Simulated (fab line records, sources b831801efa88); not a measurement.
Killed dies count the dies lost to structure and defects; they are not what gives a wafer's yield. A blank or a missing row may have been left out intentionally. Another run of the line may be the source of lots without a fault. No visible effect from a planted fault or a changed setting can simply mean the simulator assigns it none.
What tool caused it? | flow sky130 | Sampling: 13 lots, 39 wafers, 4 of 708 route steps

== WHAT THE GAUGES SHOWED, per wafer ==
SKY_VT_ADJUST_HVTP_OVL_MEAS_08.
lot  | measured     | on         | VT_ADJUST_HVTP_OVL (nm)
L270 | day 6 13:23  | overlay-02 | 0.6 1.0 -0.8
L271 | day 6 18:04  | overlay-01 | 2.5 3.6 2.8
L273 | day 7 11:02  | overlay-01 | -2.1 -2.5 -3.5
L275 | day 7 20:06  | overlay-01 | 0.3 -0.4 -0.2
L278 | day 8 09:50  | overlay-01 | 2.0 1.1 1.6
L280 | day 8 18:33  | overlay-01 | 1.5 2.5 2.9
L281 | day 9 11:25  | overlay-01 | 0.1 1.8 2.1
L284 | day 9 16:46  | overlay-02 | 0.8 1.5 1.3
L287 | day 11 04:34 | overlay-02 | -1.1 -1.2 -0.7
L289 | day 11 10:15 | overlay-02 | -0.4 -0.9 -0.9
L290 | day 12 05:39 | overlay-02 | 1.0 0.9 0.9
L291 | day 12 09:01 | overlay-01 | 0.2 0.5 -1.0
L292 | day 12 13:55 | overlay-02 | 0.3 0.0 0.7

SKY_LDD_HVP_OVL_MEAS_07.
lot  | measured     | on         | LDD_HVP_OVL (nm)
L270 | day 22 00:18 | overlay-01 | 1.6 1.5 0.7
L271 | day 22 19:57 | overlay-01 | -0.8 -0.2 0.7
L273 | day 23 11:10 | overlay-01 | -0.5 -1.9 -1.6
L275 | day 23 21:20 | overlay-02 | 2.5 2.9 5.2
L278 | day 25 07:12 | overlay-02 | 3.4 1.9 2.0
L280 | day 25 08:05 | overlay-01 | 1.6 0.3 0.3
L281 | day 26 08:20 | overlay-02 | 0.9 0.9 1.0
L284 | day 26 18:45 | overlay-02 | 2.7 3.2 2.5
L287 | day 28 10:23 | overlay-01 | 0.7 0.6 0.4
L289 | day 28 19:00 | overlay-01 | 0.0 -0.9 1.0
L290 | day 29 13:53 | overlay-02 | -1.3 -1.0 0.1
L291 | day 29 21:44 | overlay-01 | -0.2 -0.5 0.8
L292 | day 30 05:05 | overlay-01 | 1.0 1.5 1.7

SKY_CONTACT_CD_MEAS_14: target cd 170 nm.
lot  | measured     | on        | cd_nm (nm)
L270 | day 32 00:20 | cd_sem-02 | 171.0 171.8 169.8
L271 | day 32 18:47 | cd_sem-02 | 172.0 171.3 172.1
L273 | day 33 05:44 | cd_sem-01 | 170.7 170.4 171.6
L275 | day 33 16:45 | cd_sem-02 | 172.4 171.6 171.6
L278 | day 34 23:11 | cd_sem-02 | 170.1 167.6 169.5
L280 | day 35 01:44 | cd_sem-02 | 169.3 169.0 168.8
L281 | day 35 22:17 | cd_sem-02 | 168.3 167.9 170.6
L284 | day 36 09:02 | cd_sem-01 | 170.6 170.5 172.4
L287 | day 37 18:56 | cd_sem-02 | 170.6 171.0 172.5
L289 | day 38 01:33 | cd_sem-02 | 168.7 168.5 167.3
L290 | day 38 20:21 | cd_sem-02 | 170.2 171.2 170.5
L291 | day 39 04:09 | cd_sem-01 | 170.3 171.6 171.1
L292 | day 39 12:09 | cd_sem-01 | 168.1 169.0 170.4

== TOOL THAT RAN EACH LOT (tool first, then ch and the chambers of the sampled wafers, then the start) ==
lot  | SKY_POLY_GATE_ETCH_15
L270 | rie_diel-01 ch 1,2, day 16 17:29
L271 | rie_diel-01 ch 2,3, day 17 12:11
L273 | rie_diel-01 ch 0,1, day 18 04:25
L275 | rie_diel-01 ch 0,1,3, day 18 15:11
L278 | rie_diel-01 ch 0,2,3, day 20 02:59
L280 | rie_diel-02 ch 1,3, day 20 03:20
L281 | rie_diel-01 ch 0,1,2, day 21 04:52
L284 | rie_diel-01 ch 0,2,3, day 21 15:41
L287 | rie_diel-01 ch 0,1,2, day 23 09:17
L289 | rie_diel-01 ch 0,2, day 23 19:20
L290 | rie_diel-02 ch 0,1,2, day 24 14:59
L291 | rie_diel-02 ch 0,1,2, day 24 21:59
L292 | rie_diel-04 ch 1,3, day 25 04:50
- SKY_POLY_GATE_ETCH_15: etches BARC in N2/H2, stops on SiO2, time 118.5 s, target depth 110 nm.

== WHAT THE TOOLS THEMSELVES READ (means of the sampled wafers that have a number; where no wafer has one, the mark that the record gives instead) ==
SKY_POLY_GATE_ETCH_15.
lot  | tool        | bias_w (W) | drypump_motor_current_A (A) | h2_flow_sccm (sccm) | oes_product_au (a.u.) | rf_fwd_power_W (W) | throttle_valve_pct (%)
L270 | rie_diel-01 | 100.24     | 5.3                         | 200.0               | 0.713                 | 495.5              | 13.214
L271 | rie_diel-01 | 99.58      | 5.8                         | 200.1               | 0.714                 | 497.9              | 13.202
L273 | rie_diel-01 | 99.93      | 5.6                         | 199.8               | 0.725                 | 498.0              | 13.218
L275 | rie_diel-01 | 100.17     | 5.6                         | 199.8               | 0.716                 | 496.5              | 13.213
L278 | rie_diel-01 | 100.23     | 5.8                         | 200.1               | 0.717                 | 497.5              | 13.204
L280 | rie_diel-02 | 99.81      | 5.8                         | 199.9               | 0.723                 | 497.5              | 13.217
L281 | rie_diel-01 | 100.05     | 5.6                         | 200.1               | 0.718                 | 494.9              | 13.207
L284 | rie_diel-01 | 99.91      | 5.9                         | 200.0               | 0.712                 | 496.2              | 13.206
L287 | rie_diel-01 | 104.90     | 5.6                         | 199.9               | 0.717                 | 496.8              | 13.215
L289 | rie_diel-01 | 104.67     | 5.8                         | 200.5               | 0.716                 | 498.2              | 13.204
L290 | rie_diel-02 | 100.07     | 5.5                         | 200.3               | 0.718                 | 498.5              | 13.213
L291 | rie_diel-02 | 100.28     | 5.5                         | 200.0               | 0.711                 | 496.3              | 13.214
L292 | rie_diel-04 | 99.77      | 5.3                         | 200.2               | 0.721                 | 495.9              | 13.208

== THE ANSWER, worked out from the rows above alone ==
Rule: usual is defined by the lots themselves. Put in order of their means at a reading, lots are off if they are a third of the lots or fewer, leave a main group of 4 or more, and stand apart from it by a gap of 3 or more times the standard deviation of the main group's means; of several such gaps the widest counts. Not used: any main group whose means are identical at the precision the tables above print for the reading. Also off: a lot with no number at a reading for which 4 or more lots have one. Any other lot the step has rows for is counted as sound. Order of review: gauges by route order, followed by the tools' own readings, for which a lot's mean as printed above is used. At the first step where some lot is off, the reading lying furthest off is the one used; lots without a number count as furthest.
Off, at SKY_POLY_GATE_ETCH_15 on bias_w: L287, L289. The main group: mean 100.00 W, standard deviation 0.21.
A tool fits if, at that step or a process step before it, it ran every lot that is off, and no sound lot after the first of them. One fits: rie_diel-01 at SKY_POLY_GATE_ETCH_15. A fault onset in the window from L284 (day 21 15:41, its last sound lot) to L287 (day 23 09:17, its first lot off) fits.
On the lots that are off, the tool's own readings at SKY_POLY_GATE_ETCH_15 differ by more than 5 times the standard deviation of the sound lots' means, which bears it out; bias_w reads 104.78 W there versus 100.00 W on the sound lots.

== WHAT HAD BEEN PUT IN BY THE SIMULATOR ==
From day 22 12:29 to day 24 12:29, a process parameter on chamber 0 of rie_diel-01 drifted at SKY_POLY_GATE_ETCH_15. Setting bias_w, moved by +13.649, from 100. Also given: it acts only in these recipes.
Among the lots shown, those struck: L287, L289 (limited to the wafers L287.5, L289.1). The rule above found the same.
